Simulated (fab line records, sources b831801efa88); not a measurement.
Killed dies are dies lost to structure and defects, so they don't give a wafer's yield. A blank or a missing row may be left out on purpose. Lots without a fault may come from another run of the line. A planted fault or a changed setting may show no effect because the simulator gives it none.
Which tool did it? | flow sky130 | 14 lots, 42 wafers sampled, at 2 steps of a route of 708

WHAT THE GAUGES READ, wafer by wafer
SKY_CONTACT_CD_MEAS_14: target cd 170 nm. Usual: cd_nm 170.1 nm, standard deviation 1.5.
lot  | measured     | on        | cd_nm (nm)        | flag
L591 | day 33 02:30 | cd_sem-01 | 171.1 171.1 170.1 |
L593 | day 33 13:44 | cd_sem-01 | 169.8 170.2 170.0 |
L592 | day 33 13:43 | cd_sem-02 | 171.8 170.4 169.9 |
L597 | day 34 22:55 | cd_sem-01 | 172.6 171.7 172.9 |
L600 | day 36 05:19 | cd_sem-02 | 169.5 169.6 169.9 |
L601 | day 36 11:32 | cd_sem-01 | 171.2 170.8 170.7 |
L602 | day 37 00:14 | cd_sem-01 | 180.4 179.9 180.0 | OFF
L603 | day 37 04:39 | cd_sem-01 | 180.0 180.6 181.0 | OFF
L604 | day 37 11:56 | cd_sem-02 | 169.4 171.4 171.0 |
L607 | day 38 10:25 | cd_sem-01 | 167.4 170.6 169.3 |
L610 | day 39 05:46 | cd_sem-01 | 167.4 166.9 167.4 |
L611 | day 39 06:36 | cd_sem-01 | 172.2 171.8 170.9 |
L612 | day 39 13:25 | cd_sem-01 | 169.9 169.0 168.5 |
L614 | day 39 21:37 | cd_sem-01 | 170.8 170.5 170.7 |

WHICH TOOL RAN EACH LOT (tool, then ch and the chambers of the sampled wafers, then the start)
lot  | SKY_CONTACT_SOFTBAKE_10
L591 | litho_track-03 ch 0, day 32 10:00
L593 | litho_track-03 ch 0, day 32 22:00
L592 | litho_track-02 ch 0, day 32 23:00
L597 | litho_track-03 ch 0, day 34 10:00
L600 | litho_track-01 ch 0, day 35 16:00
L601 | litho_track-03 ch 0, day 35 22:00
L602 | litho_track-02 ch 0, day 36 10:00
L603 | litho_track-02 ch 0, day 36 15:00
L604 | litho_track-01 ch 0, day 36 23:00
L607 | litho_track-03 ch 0, day 37 21:00
L610 | litho_track-02 ch 0, day 38 16:00
L611 | litho_track-02 ch 0, day 38 18:00
L612 | litho_track-03 ch 0, day 39 00:00
L614 | litho_track-01 ch 0, day 39 08:00
- SKY_CONTACT_SOFTBAKE_10: time 90 s.

WHAT THE TOOLS THEMSELVES READ (means of the sampled wafers that have a number; where no wafer has one, the mark that the record gives instead)
SKY_CONTACT_SOFTBAKE_10. Usual: heater_power_total_W 57.35 W, standard deviation 0.11; plate_temp_C 99.97 C, standard deviation 0.13.
lot  | tool           | heater_power_total_W (W) | plate_temp_C (C) | flag
L591 | litho_track-03 | 57.33                    | 99.99            |
L593 | litho_track-03 | 57.40                    | 99.93            |
L592 | litho_track-02 | 57.42                    | 99.98            |
L597 | litho_track-03 | 57.36                    | 99.97            |
L600 | litho_track-01 | 57.40                    | 99.90            |
L601 | litho_track-03 | 57.42                    | 100.17           |
L602 | litho_track-02 | 68.43                    | 113.71           | OFF
L603 | litho_track-02 | 68.42                    | 113.84           | OFF
L604 | litho_track-01 | 57.41                    | 99.83            |
L607 | litho_track-03 | 57.35                    | 99.82            |
L610 | litho_track-02 | 57.33                    | 100.10           |
L611 | litho_track-02 | 57.32                    | 99.81            |
L612 | litho_track-03 | 57.38                    | 100.01           |
L614 | litho_track-01 | 57.38                    | 99.93            |

THE ANSWER, worked out from the rows above alone
Rule: a lot is off if the mean of its wafers that have a number lies more than 3 standard deviations from the usual mean. A lot without any number at a reading at which 4 lots or more have one is off too. The other lots that the step has rows for count as sound. The gauges are gone through in route order, then the tools' own readings, and for those a lot's mean is taken as printed above. The first step at which some lot is off is used, and at that step the reading that is off furthest; a lot without a number counts as furthest.
Off: L602, L603, at SKY_CONTACT_CD_MEAS_14 (cd_nm).
A tool fits if, at a process step before that reading, it ran every lot that is off, and no sound lot after the first of them. The gauges at SKY_CONTACT_CD_MEAS_14 aren't tried: what is off there is off at SKY_CONTACT_SOFTBAKE_10 too, on other tools, and a gauge's error can't cause that. None of those tried fits.

WHAT THE SIMULATOR HAD PUT IN
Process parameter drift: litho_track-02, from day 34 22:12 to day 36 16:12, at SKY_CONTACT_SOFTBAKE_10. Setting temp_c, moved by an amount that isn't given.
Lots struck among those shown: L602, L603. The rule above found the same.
